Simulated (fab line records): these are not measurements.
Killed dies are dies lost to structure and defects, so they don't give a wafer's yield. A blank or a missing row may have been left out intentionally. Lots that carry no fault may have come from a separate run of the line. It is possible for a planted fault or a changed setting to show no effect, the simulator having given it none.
A lot that was struck, set against a sound lot | flow gf180mcu | 15 out of 602 route steps
Sound: the wafers L831.1, L831.2, L831.4. Wafers L845.1, L845.4, L845.5 were the ones struck. The cause is given at the end.
Per side, at each step with rows, come the tool, then ch with its chambers, and then its first start. Under that, the readings that differ: sound wafers | struck wafers | difference of the means | sigmas: that difference in standard deviations of wafers without a fault.
alike: same words and numbers on both sides, and readings whose means sit less than 2 such deviations apart. not compared: any withheld reading, any reading some wafer has no value for, any bound like >300 that may hide the same value, and any number with overlapping values for which the record gives no deviation.
A row with sigmas, a row that says differs or no value, or rows on one side alone: a step with any of these is where the two part. Numbers that have no deviation but don't overlap get no sigmas and don't part them. Lack of a reading on every wafer of one side parts them only where that side has two or more wafers.

first, 2 steps without rows for these wafers: GF_VT_IMPLANT_PEB_27; GF_VT_IMPLANT_DEVELOP_28 (develop time 60 s).
GF_VT_IMPLANT_OVL_MEAS_29:
  struck on overlay-02, day 12 01:08; sound on overlay-01, day 8 05:01
  alike: VT_IMPLANT_02_OVL
after that, 1 step had no rows for these wafers: GF_VT_IMPLANT_IMPLANT_30.
GF_VT_IMPLANT_STRIP_31: strips in O2/N2.
  sound on plasma asher-02 ch 0,1, day 8 05:11; struck on plasma asher-04 ch 0, day 12 01:19
  alike: drypump motor current A, heater power w, n2 flow sccm, oes product au, strip time to endpoint s
  not compared: rf hours counter h
GF_VT_IMPLANT_TW_MEAS_32:
  struck on film metro-02, day 12 01:25; sound on film metro-02, day 8 05:17
  alike: VT_IMPLANT_3_TW
then, 6 steps without rows for these wafers: GF_VT_IMPLANT_DEHYDRATE_33 (time 60 s); GF_VT_IMPLANT_HMDS_34 (prime time 60 s); GF_VT_IMPLANT_COAT_35 (resist thk 1000 nm); GF_VT_IMPLANT_SOFTBAKE_36 (time 60 s); GF_VT_IMPLANT_EXPOSE_37 (exposes mask Nwell HV AREA, target cd 860 nm); GF_VT_IMPLANT_PEB_38.
GF_VT_IMPLANT_DEVELOP_39: develop time 60 s.
  sound on litho track-04 ch 0, day 8 21:01; struck on litho track-03 ch 0, day 12 20:56
  reading              | sound             | struck            | difference | sigmas
  developer temp C (C) | 23.14 23.10 23.11 | 23.63 23.81 24.07 | +0.72      | +7
GF_VT_IMPLANT_OVL_MEAS_40:
  struck on overlay-01, day 12 21:05; sound on overlay-01, day 8 21:10
  alike: VT_IMPLANT_03_OVL
GF_PASSIVATION_PROBE_99:
  the record holds rows for the sound wafers here (prober-01, day 30 18:22) but none for the struck ones

WHERE THEY PART
Earliest at GF_VT_IMPLANT_DEVELOP_39; latest, in this record, at GF_PASSIVATION_PROBE_99.

WHY: the cause the simulator had injected
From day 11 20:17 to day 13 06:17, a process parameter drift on litho track-03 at GF_VT_IMPLANT_DEVELOP_39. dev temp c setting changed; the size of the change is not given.
